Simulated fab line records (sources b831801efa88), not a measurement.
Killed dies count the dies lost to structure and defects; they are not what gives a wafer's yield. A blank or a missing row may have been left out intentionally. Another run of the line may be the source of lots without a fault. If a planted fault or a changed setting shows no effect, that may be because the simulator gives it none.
Matching of chambers / flow gf180mcu / 4 sister chambers for GF_V5_ETCH_16 on rie-diel-02
The step etches BARC in N2/H2. 4 wafers are shown with their chamber, then 7 later ones without.

EACH WAFER AND ITS CHAMBER
wafer=L085.1; chamber=2; drypump-motor-current-A (A)=5.6
wafer=L088.5; chamber=3; drypump-motor-current-A (A)=5.3
wafer=L090.1; chamber=0; drypump-motor-current-A (A)=6.5
wafer=L090.2; chamber=1; drypump-motor-current-A (A)=5.3

WAFERS WITHOUT THEIR CHAMBER
wafer=L090.6; drypump-motor-current-A (A)=5.3
wafer=L093.3; drypump-motor-current-A (A)=5.4
wafer=L093.5; drypump-motor-current-A (A)=6.5
wafer=L093.6; drypump-motor-current-A (A)=5.4
wafer=L097.3; drypump-motor-current-A (A)=6.5
wafer=L097.5; drypump-motor-current-A (A)=5.6
wafer=L097.6; drypump-motor-current-A (A)=5.4

WHICH CHAMBER EACH WENT THROUGH
wafer=L090.6; from the rows above=can't be placed: 1 or 3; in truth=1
wafer=L093.3; from the rows above=can't be placed: 1 or 3 or 2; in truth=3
wafer=L093.5; from the rows above=0; in truth=0
wafer=L093.6; from the rows above=can't be placed: 1 or 3 or 2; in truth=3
wafer=L097.3; from the rows above=0; in truth=0
wafer=L097.5; from the rows above=2; in truth=2
wafer=L097.6; from the rows above=can't be placed: 1 or 3 or 2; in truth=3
Correct placement for 3 of the 7. Cannot be placed on the basis of these rows: 4; the candidates contain the true chamber in 4. Wrongly placed: 0.
How it was worked out, from the rows above alone: a wafer's distance from a chamber is the root of the sum, over the readings, of the square of ((its reading less the chamber's mean) divided by the reading's scatter). If the next closest chamber is less than 2 further off than the closest, the wafer can't be placed; otherwise it belongs to the closest. Each chamber's mean is taken over the wafers shown for it. The scatter: root of mean squared gap, hidden wafer to nearest shown wafer, with one shown wafer a chamber.
